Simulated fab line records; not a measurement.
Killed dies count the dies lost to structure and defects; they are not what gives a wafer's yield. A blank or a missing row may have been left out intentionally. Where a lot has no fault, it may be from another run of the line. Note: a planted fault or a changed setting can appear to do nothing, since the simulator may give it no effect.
The tool behind it: which one? :: flow gf180mcu :: 24 lots, 72 wafers sampled, at 5 steps of a route of 602

## WHAT THE GAUGES SHOWED, per wafer
GF_V1_THK_MEAS_25: measures by xrf. Usual: for V1_W_THK the level is 344 nm and the standard deviation is 7.
lot: L074
measured: day 18 00:23
on: film_metro-02
V1_W_THK (nm): 356 340 341
flag: 

lot: L075
measured: day 18 19:32
on: film_metro-01
V1_W_THK (nm): 349 348 347
flag: 

lot: L076
measured: day 18 23:14
on: film_metro-03
V1_W_THK (nm): 351 346 347
flag: 

lot: L077
measured: day 19 11:52
on: film_metro-02
V1_W_THK (nm): 346 359 345
flag: 

lot: L078
measured: day 19 19:58
on: film_metro-01
V1_W_THK (nm): 347 341 345
flag: 

lot: L079
measured: day 20 06:47
on: film_metro-03
V1_W_THK (nm): 342 348 352
flag: 

lot: L080
measured: day 20 13:03
on: film_metro-02
V1_W_THK (nm): 354 345 352
flag: 

lot: L081
measured: day 21 05:10
on: film_metro-03
V1_W_THK (nm): 335 337 349
flag: 

lot: L082
measured: day 21 07:26
on: film_metro-03
V1_W_THK (nm): 341 342 342
flag: 

lot: L083
measured: day 21 16:22
on: film_metro-02
V1_W_THK (nm): 345 356 340
flag: 

lot: L084
measured: day 22 00:25
on: film_metro-01
V1_W_THK (nm): 334 342 341
flag: 

lot: L085
measured: day 22 11:03
on: film_metro-01
V1_W_THK (nm): 326 339 332
flag: 

lot: L086
measured: day 22 21:17
on: film_metro-02
V1_W_THK (nm): 350 347 346
flag: 

lot: L087
measured: day 23 08:19
on: film_metro-03
V1_W_THK (nm): 348 337 335
flag: 

lot: L088
measured: day 23 12:59
on: film_metro-03
V1_W_THK (nm): 335 342 348
flag: 

lot: L089
measured: day 23 16:20
on: film_metro-03
V1_W_THK (nm): 342 352 350
flag: 

lot: L090
measured: day 24 03:16
on: film_metro-02
V1_W_THK (nm): 338 349 342
flag: 

lot: L091
measured: day 24 11:18
on: film_metro-03
V1_W_THK (nm): 345 336 335
flag: 

lot: L092
measured: day 24 20:56
on: film_metro-03
V1_W_THK (nm): 344 338 344
flag: 

lot: L093
measured: day 25 08:47
on: film_metro-01
V1_W_THK (nm): 325 333 342
flag: 

lot: L094
measured: day 25 10:01
on: film_metro-01
V1_W_THK (nm): 337 349 340
flag: 

lot: L095
measured: day 25 15:02
on: film_metro-03
V1_W_THK (nm): 354 352 353
flag: 

lot: L096
measured: day 26 02:10
on: film_metro-01
V1_W_THK (nm): 343 336 344
flag: 

lot: L097
measured: day 26 11:11
on: film_metro-03
V1_W_THK (nm): 345 342 347
flag: 

GF_V2_CD_MEAS_14 targets a cd of 260 nm. Usual: cd_nm at 259.9 nm, with a standard deviation of 1.1.
lot: L074
measured: day 20 02:25
on: cd_sem-02
cd_nm (nm): 260.8 259.7 260.8
flag: 

lot: L075
measured: day 20 21:44
on: cd_sem-01
cd_nm (nm): 258.1 259.1 257.1
flag: 

lot: L076
measured: day 21 00:37
on: cd_sem-01
cd_nm (nm): 260.4 258.7 259.6
flag: 

lot: L077
measured: day 21 14:22
on: cd_sem-02
cd_nm (nm): 258.5 259.7 259.1
flag: 

lot: L078
measured: day 21 21:35
on: cd_sem-01
cd_nm (nm): 260.5 260.3 260.1
flag: 

lot: L079
measured: day 22 07:56
on: cd_sem-02
cd_nm (nm): 259.0 259.4 260.6
flag: 

lot: L080
measured: day 22 13:22
on: cd_sem-02
cd_nm (nm): 260.0 260.1 259.2
flag: 

lot: L081
measured: day 23 05:32
on: cd_sem-02
cd_nm (nm): 261.4 260.2 259.2
flag: 

lot: L082
measured: day 23 07:36
on: cd_sem-02
cd_nm (nm): 258.5 258.6 259.5
flag: 

lot: L083
measured: day 23 16:56
on: cd_sem-02
cd_nm (nm): 259.2 259.1 259.1
flag: 

lot: L084
measured: day 24 00:08
on: cd_sem-01
cd_nm (nm): 261.2 260.2 260.9
flag: 

lot: L085
measured: day 24 10:31
on: cd_sem-01
cd_nm (nm): 259.7 259.8 259.6
flag: 

lot: L086
measured: day 24 20:25
on: cd_sem-02
cd_nm (nm): 259.9 261.4 259.7
flag: 

lot: L087
measured: day 25 06:04
on: cd_sem-01
cd_nm (nm): 258.8 258.3 259.4
flag: 

lot: L088
measured: day 25 09:53
on: cd_sem-02
cd_nm (nm): 258.1 258.5 258.2
flag: 

lot: L089
measured: day 25 14:51
on: cd_sem-02
cd_nm (nm): 259.0 260.8 259.1
flag: 

lot: L090
measured: day 26 00:37
on: cd_sem-01
cd_nm (nm): 261.6 261.7 260.8
flag: 

lot: L091
measured: day 26 07:22
on: cd_sem-01
cd_nm (nm): 260.4 260.0 257.4
flag: 

lot: L092
measured: day 26 17:16
on: cd_sem-01
cd_nm (nm): 260.3 260.1 259.7
flag: 

lot: L093
measured: day 27 04:34
on: cd_sem-02
cd_nm (nm): 262.8 261.7 262.7
flag: 

lot: L094
measured: day 27 05:31
on: cd_sem-01
cd_nm (nm): 257.8 258.3 258.9
flag: 

lot: L095
measured: day 27 09:37
on: cd_sem-01
cd_nm (nm): 261.0 261.8 261.8
flag: 

lot: L096
measured: day 27 20:33
on: cd_sem-01
cd_nm (nm): 258.7 261.1 260.9
flag: 

lot: L097
measured: day 28 05:42
on: cd_sem-02
cd_nm (nm): 259.4 260.5 259.8
flag: 

GF_V4_THK_MEAS_03. Usual: for V4_CVD_02_THK the level is 851 nm and the standard deviation is 12.
lot: L074
measured: day 23 07:29
on: film_metro-02
V4_CVD_02_THK (nm): 850 871 876
flag: 

lot: L075
measured: day 24 01:31
on: film_metro-02
V4_CVD_02_THK (nm): 848 841 849
flag: 

lot: L076
measured: day 24 05:19
on: film_metro-04
V4_CVD_02_THK (nm): 833 851 860
flag: 

lot: L077
measured: day 24 16:18
on: film_metro-02
V4_CVD_02_THK (nm): 827 846 841
flag: 

lot: L078
measured: day 24 22:26
on: film_metro-01
V4_CVD_02_THK (nm): 845 854 860
flag: 

lot: L079
measured: day 25 09:10
on: film_metro-04
V4_CVD_02_THK (nm): 868 846 864
flag: 

lot: L080
measured: day 25 14:14
on: film_metro-01
V4_CVD_02_THK (nm): 847 847 857
flag: 

lot: L081
measured: day 26 05:10
on: film_metro-02
V4_CVD_02_THK (nm): 848 864 868
flag: 

lot: L082
measured: day 26 06:28
on: film_metro-04
V4_CVD_02_THK (nm): 845 851 872
flag: 

lot: L083
measured: day 26 15:50
on: film_metro-04
V4_CVD_02_THK (nm): 844 849 855
flag: 

lot: L084
measured: day 26 21:23
on: film_metro-02
V4_CVD_02_THK (nm): 846 847 856
flag: 

lot: L085
measured: day 27 07:12
on: film_metro-02
V4_CVD_02_THK (nm): 837 850 846
flag: 

lot: L086
measured: day 27 15:52
on: film_metro-02
V4_CVD_02_THK (nm): 836 837 856
flag: 

lot: L087
measured: day 28 02:40
on: film_metro-02
V4_CVD_02_THK (nm): 835 841 861
flag: 

lot: L088
measured: day 28 05:56
on: film_metro-02
V4_CVD_02_THK (nm): 852 865 878
flag: 

lot: L089
measured: day 28 09:05
on: film_metro-01
V4_CVD_02_THK (nm): 836 846 859
flag: 

lot: L090
measured: day 28 18:32
on: film_metro-01
V4_CVD_02_THK (nm): 838 835 850
flag: 

lot: L091
measured: day 29 00:43
on: film_metro-02
V4_CVD_02_THK (nm): 833 844 851
flag: 

lot: L092
measured: day 29 09:39
on: film_metro-01
V4_CVD_02_THK (nm): 839 860 855
flag: 

lot: L093
measured: day 29 21:08
on: film_metro-02
V4_CVD_02_THK (nm): 837 843 852
flag: 

lot: L094
measured: day 29 22:48
on: film_metro-02
V4_CVD_02_THK (nm): 859 851 859
flag: 

lot: L095
measured: day 30 02:15
on: film_metro-02
V4_CVD_02_THK (nm): 860 862 864
flag: 

lot: L096
measured: day 30 12:26
on: film_metro-02
V4_CVD_02_THK (nm): 846 856 873
flag: 

lot: L097
measured: day 30 20:39
on: film_metro-02
V4_CVD_02_THK (nm): 854 856 861
flag: 

## EACH LOT AND THE TOOL THAT RAN IT (in order: tool; ch and the chambers of the sampled wafers; start)
lot: L074
GF_V3_CMP_26: cmp-02 ch 0,2,3, day 22 06:32
GF_M4_SPUTTER_00: pvd_sputter-04, day 22 06:47

lot: L075
GF_V3_CMP_26: cmp-01 ch 0,1,2, day 23 01:28
GF_M4_SPUTTER_00: pvd_sputter-02, day 23 01:37

lot: L076
GF_V3_CMP_26: cmp-01 ch 0,2,3, day 23 04:43
GF_M4_SPUTTER_00: pvd_sputter-02, day 23 04:58

lot: L077
GF_V3_CMP_26: cmp-02 ch 0,1,2, day 23 16:53
GF_M4_SPUTTER_00: pvd_sputter-04, day 23 17:02

lot: L078
GF_V3_CMP_26: cmp-02 ch 0,1,3, day 23 23:47
GF_M4_SPUTTER_00: pvd_sputter-04, day 24 00:02

lot: L079
GF_V3_CMP_26: cmp-01 ch 1,2,3, day 24 10:33
GF_M4_SPUTTER_00: pvd_sputter-02, day 24 10:48

lot: L080
GF_V3_CMP_26: cmp-02 ch 0,1,3, day 24 14:56
GF_M4_SPUTTER_00: pvd_sputter-02, day 24 15:14

lot: L081
GF_V3_CMP_26: cmp-01 ch 0,1, day 25 06:20
GF_M4_SPUTTER_00: pvd_sputter-02, day 25 06:38

lot: L082
GF_V3_CMP_26: cmp-01 ch 0,3, day 25 07:53
GF_M4_SPUTTER_00: pvd_sputter-04, day 25 08:11

lot: L083
GF_V3_CMP_26: cmp-01 ch 0,1,3, day 25 17:12
GF_M4_SPUTTER_00: pvd_sputter-03, day 25 17:21

lot: L084
GF_V3_CMP_26: cmp-02 ch 1,2,3, day 25 23:11
GF_M4_SPUTTER_00: pvd_sputter-04, day 25 23:29

lot: L085
GF_V3_CMP_26: cmp-02 ch 0,1,3, day 26 08:49
GF_M4_SPUTTER_00: pvd_sputter-04, day 26 09:07

lot: L086
GF_V3_CMP_26: cmp-02 ch 0,1,3, day 26 18:42
GF_M4_SPUTTER_00: pvd_sputter-02, day 26 18:57

lot: L087
GF_V3_CMP_26: cmp-01 ch 0,1,3, day 27 05:07
GF_M4_SPUTTER_00: pvd_sputter-04, day 27 05:25

lot: L088
GF_V3_CMP_26: cmp-01 ch 0,2,3, day 27 07:36
GF_M4_SPUTTER_00: pvd_sputter-03, day 27 07:51

lot: L089
GF_V3_CMP_26: cmp-01 ch 0,1, day 27 12:02
GF_M4_SPUTTER_00: pvd_sputter-04, day 27 12:17

lot: L090
GF_V3_CMP_26: cmp-02 ch 1,2, day 27 21:24
GF_M4_SPUTTER_00: pvd_sputter-02, day 27 21:42

lot: L091
GF_V3_CMP_26: cmp-02 ch 0,1,3, day 28 04:17
GF_M4_SPUTTER_00: pvd_sputter-02, day 28 04:32

lot: L092
GF_V3_CMP_26: cmp-02 ch 0,1,2, day 28 13:49
GF_M4_SPUTTER_00: pvd_sputter-03, day 28 14:07

lot: L093
GF_V3_CMP_26: cmp-02 ch 0,2,3, day 29 00:22
GF_M4_SPUTTER_00: pvd_sputter-03, day 29 00:37

lot: L094
GF_V3_CMP_26: cmp-02 ch 1,2, day 29 02:27
GF_M4_SPUTTER_00: pvd_sputter-04, day 29 02:45

lot: L095
GF_V3_CMP_26: cmp-02 ch 0,1,3, day 29 05:31
GF_M4_SPUTTER_00: pvd_sputter-02, day 29 05:43

lot: L096
GF_V3_CMP_26: cmp-01 ch 1,2,3, day 29 16:29
GF_M4_SPUTTER_00: pvd_sputter-02, day 29 16:44

lot: L097
GF_V3_CMP_26: cmp-02 ch 0,1,2, day 30 00:42
GF_M4_SPUTTER_00: pvd_sputter-04, day 30 01:00
- GF_V3_CMP_26: polishes, stops on SiO2, t overpolish 15 s, target thk 0 nm.
- GF_M4_SPUTTER_00: material Ti, target thk 37.5 nm, time 150 s.

## AS READ BY THE TOOLS THEMSELVES (means over the sampled wafers that have a number; for cases with no such wafer, the mark the record gives instead)
GF_V3_CMP_26. Usual: motor_current_A 10.9 A, standard deviation 1.3; overpolish_run_s 15.000 s, standard deviation 0.009; retaining_ring_pressure_frac 1.000, standard deviation 0.0049; time_to_endpoint_s 86 s, standard deviation 3.6.
lot: L074
tool: cmp-02
motor_current_A (A): 11.3
overpolish_run_s (s): 14.999
retaining_ring_pressure_frac: 0.998
time_to_endpoint_s (s): 81
flag: 

lot: L075
tool: cmp-01
motor_current_A (A): 10.1
overpolish_run_s (s): 14.999
retaining_ring_pressure_frac: 0.999
time_to_endpoint_s (s): 88
flag: 

lot: L076
tool: cmp-01
motor_current_A (A): 10.5
overpolish_run_s (s): 15.017
retaining_ring_pressure_frac: 0.995
time_to_endpoint_s (s): 84
flag: 

lot: L077
tool: cmp-02
motor_current_A (A): 11.5
overpolish_run_s (s): 14.996
retaining_ring_pressure_frac: 1.000
time_to_endpoint_s (s): 84
flag: 

lot: L078
tool: cmp-02
motor_current_A (A): 10.9
overpolish_run_s (s): 14.996
retaining_ring_pressure_frac: 1.003
time_to_endpoint_s (s): 83
flag: 

lot: L079
tool: cmp-01
motor_current_A (A): 9.5
overpolish_run_s (s): 15.001
retaining_ring_pressure_frac: 0.999
time_to_endpoint_s (s): 88
flag: 

lot: L080
tool: cmp-02
motor_current_A (A): 10.9
overpolish_run_s (s): 15.001
retaining_ring_pressure_frac: 0.998
time_to_endpoint_s (s): 82
flag: 

lot: L081
tool: cmp-01
motor_current_A (A): 11.7
overpolish_run_s (s): 15.007
retaining_ring_pressure_frac: 1.003
time_to_endpoint_s (s): 86
flag: 

lot: L082
tool: cmp-01
motor_current_A (A): 11.0
overpolish_run_s (s): 15.003
retaining_ring_pressure_frac: 1.000
time_to_endpoint_s (s): 90
flag: 

lot: L083
tool: cmp-01
motor_current_A (A): 10.7
overpolish_run_s (s): 15.005
retaining_ring_pressure_frac: 0.996
time_to_endpoint_s (s): 93
flag: 

lot: L084
tool: cmp-02
motor_current_A (A): 10.8
overpolish_run_s (s): 14.995
retaining_ring_pressure_frac: 1.000
time_to_endpoint_s (s): 82
flag: 

lot: L085
tool: cmp-02
motor_current_A (A): 11.0
overpolish_run_s (s): 15.000
retaining_ring_pressure_frac: 1.001
time_to_endpoint_s (s): 82
flag: 

lot: L086
tool: cmp-02
motor_current_A (A): 11.0
overpolish_run_s (s): 14.996
retaining_ring_pressure_frac: 0.998
time_to_endpoint_s (s): 81
flag: 

lot: L087
tool: cmp-01
motor_current_A (A): 10.5
overpolish_run_s (s): 14.994
retaining_ring_pressure_frac: 1.003
time_to_endpoint_s (s): 90
flag: 

lot: L088
tool: cmp-01
motor_current_A (A): 10.7
overpolish_run_s (s): 14.992
retaining_ring_pressure_frac: 1.001
time_to_endpoint_s (s): 86
flag: 

lot: L089
tool: cmp-01
motor_current_A (A): 11.4
overpolish_run_s (s): 14.999
retaining_ring_pressure_frac: 0.998
time_to_endpoint_s (s): 85
flag: 

lot: L090
tool: cmp-02
motor_current_A (A): 11.8
overpolish_run_s (s): 15.006
retaining_ring_pressure_frac: 0.998
time_to_endpoint_s (s): 83
flag: 

lot: L091
tool: cmp-02
motor_current_A (A): 10.7
overpolish_run_s (s): 15.002
retaining_ring_pressure_frac: 1.001
time_to_endpoint_s (s): 87
flag: 

lot: L092
tool: cmp-02
motor_current_A (A): 11.8
overpolish_run_s (s): 15.004
retaining_ring_pressure_frac: 1.004
time_to_endpoint_s (s): 85
flag: 

lot: L093
tool: cmp-02
motor_current_A (A): 11.2
overpolish_run_s (s): 15.003
retaining_ring_pressure_frac: 1.002
time_to_endpoint_s (s): 83
flag: 

lot: L094
tool: cmp-02
motor_current_A (A): 11.8
overpolish_run_s (s): 15.000
retaining_ring_pressure_frac: 1.003
time_to_endpoint_s (s): 84
flag: 

lot: L095
tool: cmp-02
motor_current_A (A): 10.7
overpolish_run_s (s): 14.995
retaining_ring_pressure_frac: 1.002
time_to_endpoint_s (s): 87
flag: 

lot: L096
tool: cmp-01
motor_current_A (A): 9.8
overpolish_run_s (s): 14.996
retaining_ring_pressure_frac: 1.002
time_to_endpoint_s (s): 88
flag: 

lot: L097
tool: cmp-02
motor_current_A (A): 11.8
overpolish_run_s (s): 14.992
retaining_ring_pressure_frac: 0.997
time_to_endpoint_s (s): 86
flag: 

GF_M4_SPUTTER_00. Usual: throttle_valve_pct at 30.4 %, with a standard deviation of 0.92.
lot: L074
tool: pvd_sputter-04
throttle_valve_pct (%): 31.1
flag: 

lot: L075
tool: pvd_sputter-02
throttle_valve_pct (%): 29.9
flag: 

lot: L076
tool: pvd_sputter-02
throttle_valve_pct (%): 30.1
flag: 

lot: L077
tool: pvd_sputter-04
throttle_valve_pct (%): 30.4
flag: 

lot: L078
tool: pvd_sputter-04
throttle_valve_pct (%): 30.3
flag: 

lot: L079
tool: pvd_sputter-02
throttle_valve_pct (%): 30.0
flag: 

lot: L080
tool: pvd_sputter-02
throttle_valve_pct (%): 30.2
flag: 

lot: L081
tool: pvd_sputter-02
throttle_valve_pct (%): 30.1
flag: 

lot: L082
tool: pvd_sputter-04
throttle_valve_pct (%): 31.0
flag: 

lot: L083
tool: pvd_sputter-03
throttle_valve_pct (%): 30.7
flag: 

lot: L084
tool: pvd_sputter-04
throttle_valve_pct (%): 31.1
flag: 

lot: L085
tool: pvd_sputter-04
throttle_valve_pct (%): 30.7
flag: 

lot: L086
tool: pvd_sputter-02
throttle_valve_pct (%): 29.7
flag: 

lot: L087
tool: pvd_sputter-04
throttle_valve_pct (%): 30.8
flag: 

lot: L088
tool: pvd_sputter-03
throttle_valve_pct (%): 30.3
flag: 

lot: L089
tool: pvd_sputter-04
throttle_valve_pct (%): 30.5
flag: 

lot: L090
tool: pvd_sputter-02
throttle_valve_pct (%): 30.0
flag: 

lot: L091
tool: pvd_sputter-02
throttle_valve_pct (%): 30.5
flag: 

lot: L092
tool: pvd_sputter-03
throttle_valve_pct (%): 30.9
flag: 

lot: L093
tool: pvd_sputter-03
throttle_valve_pct (%): 30.2
flag: 

lot: L094
tool: pvd_sputter-04
throttle_valve_pct (%): 30.8
flag: 

lot: L095
tool: pvd_sputter-02
throttle_valve_pct (%): 29.5
flag: 

lot: L096
tool: pvd_sputter-02
throttle_valve_pct (%): 30.2
flag: 

lot: L097
tool: pvd_sputter-04
throttle_valve_pct (%): 30.5
flag: 

## THE ANSWER, worked out from the rows above alone
Rule: lot off if the mean of its wafers having a number is beyond 3 standard deviations from the usual mean. Also off: a lot with no number at a reading for which 4 or more lots have one. Any other lot the step has rows for is counted as sound. The gauges are gone through in route order, then the tools' own readings, and for those a lot's mean is taken as printed above. The first step at which some lot is off is used, and at that step the reading that is off furthest; a lot without a number counts as furthest.
None of the lots is off at any reading shown; this tells nothing.

## WHAT THE SIMULATOR HAD PUT IN
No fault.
